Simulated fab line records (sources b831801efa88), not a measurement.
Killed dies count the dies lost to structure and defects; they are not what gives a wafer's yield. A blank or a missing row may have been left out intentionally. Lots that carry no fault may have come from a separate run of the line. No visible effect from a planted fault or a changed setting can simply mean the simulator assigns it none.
Which of the tools did it? :: flow sky130 :: Sampling: 8 lots, 24 wafers, 5 of 708 route steps

WHAT THE GAUGES SHOWED, per wafer
SKY_FIELD_ISO_CD_MEAS_13 targets a cd of 150 nm. Usual: cdNm 150.4 nm, standard deviation 1.7.
lot: L360
measured: day 2 03:55
on: cdSem-02
cdNm (nm): 153.0 150.3 151.0
flag: 

lot: L361
measured: day 2 09:38
on: cdSem-01
cdNm (nm): 151.4 151.7 152.5
flag: 

lot: L362
measured: day 2 15:28
on: cdSem-01
cdNm (nm): 147.9 147.9 148.7
flag: 

lot: L363
measured: day 2 20:45
on: cdSem-02
cdNm (nm): 148.9 149.6 148.9
flag: 

lot: L364
measured: day 3 01:29
on: cdSem-01
cdNm (nm): 147.8 147.5 148.7
flag: 

lot: L365
measured: day 3 08:19
on: cdSem-02
cdNm (nm): 148.9 148.5 148.3
flag: 

lot: L366
measured: day 3 10:40
on: cdSem-01
cdNm (nm): 148.2 145.7 149.5
flag: 

lot: L367
measured: day 3 15:58
on: cdSem-01
cdNm (nm): 148.5 149.9 148.7
flag: 

SKY_PWDE_OVL_MEAS_07. Usual: PWDE_OVL gives -1.2 nm (standard deviation 1.4).
lot: L360
measured: day 3 16:31
on: overlay-01
PWDE_OVL (nm): 0.0 -2.5 -0.9
flag: 

lot: L361
measured: day 4 01:35
on: overlay-02
PWDE_OVL (nm): 1.4 2.2 0.1
flag: 

lot: L362
measured: day 4 07:16
on: overlay-01
PWDE_OVL (nm): -4.3 -3.3 -3.1
flag: 

lot: L363
measured: day 4 14:14
on: overlay-02
PWDE_OVL (nm): -2.1 -3.2 -3.4
flag: 

lot: L364
measured: day 4 17:53
on: overlay-02
PWDE_OVL (nm): -1.9 -2.5 -1.8
flag: 

lot: L365
measured: day 5 01:26
on: overlay-01
PWDE_OVL (nm): 0.1 -1.7 -1.0
flag: 

lot: L366
measured: day 5 02:26
on: overlay-01
PWDE_OVL (nm): -1.9 -1.2 -0.4
flag: 

lot: L367
measured: day 5 08:11
on: overlay-01
PWDE_OVL (nm): -0.7 -2.4 -2.2
flag: 

SKY_NWELL_OVL_MEAS_10. Usual: NWELL_00_OVL gives -1.1 nm (standard deviation 1.1).
lot: L360
measured: day 4 09:22
on: overlay-02
NWELL_00_OVL (nm): -1.2 -0.6 0.4
flag: 

lot: L361
measured: day 4 18:53
on: overlay-01
NWELL_00_OVL (nm): -1.6 -1.4 -2.1
flag: 

lot: L362
measured: day 5 01:10
on: overlay-01
NWELL_00_OVL (nm): -0.9 1.4 0.7
flag: 

lot: L363
measured: day 5 07:50
on: overlay-02
NWELL_00_OVL (nm): -0.5 -0.1 0.5
flag: 

lot: L364
measured: day 5 12:04
on: overlay-01
NWELL_00_OVL (nm): -0.2 -0.9 -0.3
flag: 

lot: L365
measured: day 5 19:14
on: overlay-01
NWELL_00_OVL (nm): -1.4 0.4 0.7
flag: 

lot: L366
measured: day 5 20:35
on: overlay-02
NWELL_00_OVL (nm): -2.0 -1.4 -2.3
flag: 

lot: L367
measured: day 6 02:59
on: overlay-01
NWELL_00_OVL (nm): 0.4 -0.6 1.1
flag: 

SKY_NWELL_TW_MEAS_15. Usual: NWELL_TW gives 1838 (standard deviation 12).
lot: L360
measured: day 4 09:58
on: filmMetro-01
NWELL_TW: 1847 1858 1862
flag: 

lot: L361
measured: day 4 19:36
on: filmMetro-04
NWELL_TW: 1827 1811 1824
flag: 

lot: L362
measured: day 5 01:46
on: filmMetro-01
NWELL_TW: 1837 1834 1835
flag: 

lot: L363
measured: day 5 08:25
on: filmMetro-02
NWELL_TW: 1845 1844 1842
flag: 

lot: L364
measured: day 5 12:40
on: filmMetro-04
NWELL_TW: 2830 2824 2829 2836 2809 2828
flag: OFF

lot: L365
measured: day 5 19:50
on: filmMetro-04
NWELL_TW: 2822 2827 2808 2813 2827 2831
flag: OFF

lot: L366
measured: day 5 21:11
on: filmMetro-04
NWELL_TW: 2845 2827 2844 2829 2843 2838
flag: OFF

lot: L367
measured: day 6 03:35
on: filmMetro-02
NWELL_TW: 2829 2829 2837 2834 2827 2835
flag: OFF

EACH LOT AND THE TOOL THAT RAN IT (in order: tool; ch and the chambers of the sampled wafers; start)
lot: L360
SKY_NWELL_IMPLANT_11: implanter-03 ch 0, day 4 09:25

lot: L361
SKY_NWELL_IMPLANT_11: implanter-03 ch 0, day 4 18:56

lot: L362
SKY_NWELL_IMPLANT_11: implanter-03 ch 0, day 5 01:13

lot: L363
SKY_NWELL_IMPLANT_11: implanter-01 ch 0, day 5 07:53

lot: L364
SKY_NWELL_IMPLANT_11: implanter-01 ch 0, day 5 12:07

lot: L365
SKY_NWELL_IMPLANT_11: implanter-04 ch 0, day 5 19:19

lot: L366
SKY_NWELL_IMPLANT_11: implanter-04 ch 0, day 5 20:40

lot: L367
SKY_NWELL_IMPLANT_11: implanter-01 ch 0, day 6 03:04
- SKY_NWELL_IMPLANT_11

AS READ BY THE TOOLS THEMSELVES (means over the sampled wafers that have a number; for cases with no such wafer, the mark the record gives instead)
SKY_NWELL_IMPLANT_11. Usual: beamEnergyKeV 399.97, standard deviation 0.12; doseIonsCm2 1.9001e+13, standard deviation 2e+10.
lot: L360
tool: implanter-03
beamEnergyKeV: 399.89
doseIonsCm2: 1.9002e+13
flag: 

lot: L361
tool: implanter-03
beamEnergyKeV: 399.84
doseIonsCm2: 1.9013e+13
flag: 

lot: L362
tool: implanter-03
beamEnergyKeV: 400.16
doseIonsCm2: 1.8991e+13
flag: 

lot: L363
tool: implanter-01
beamEnergyKeV: 400.10
doseIonsCm2: 1.9014e+13
flag: 

lot: L364
tool: implanter-01
beamEnergyKeV: 399.83
doseIonsCm2: 1.9000e+13
flag: 

lot: L365
tool: implanter-04
beamEnergyKeV: 399.93
doseIonsCm2: 1.9027e+13
flag: 

lot: L366
tool: implanter-04
beamEnergyKeV: 399.97
doseIonsCm2: 1.9010e+13
flag: 

lot: L367
tool: implanter-01
beamEnergyKeV: 400.06
doseIonsCm2: 1.8997e+13
flag: 

THE ANSWER, worked out from the rows above alone
Rule: a lot is off if the mean of its wafers that have a number lies more than 3 standard deviations from the usual mean. A lot without any number at a reading at which 4 lots or more have one is off too. Where the step has rows for the other lots, those lots are counted as sound. First the gauges in route order, then the tools' own readings, where a lot's mean is used as printed above. At the first step where some lot is off, the reading lying furthest off is the one used; lots without a number count as furthest.
Off: L364, L365, L366, L367, at SKY_NWELL_TW_MEAS_15 (NWELL_TW).
A tool fits if, at a process step before that reading, it ran every lot that is off, and no sound lot after the first of them. The gauges at SKY_NWELL_TW_MEAS_15 are tried like those tools. No candidate that was tried fits.

WHAT THE SIMULATOR PUT IN
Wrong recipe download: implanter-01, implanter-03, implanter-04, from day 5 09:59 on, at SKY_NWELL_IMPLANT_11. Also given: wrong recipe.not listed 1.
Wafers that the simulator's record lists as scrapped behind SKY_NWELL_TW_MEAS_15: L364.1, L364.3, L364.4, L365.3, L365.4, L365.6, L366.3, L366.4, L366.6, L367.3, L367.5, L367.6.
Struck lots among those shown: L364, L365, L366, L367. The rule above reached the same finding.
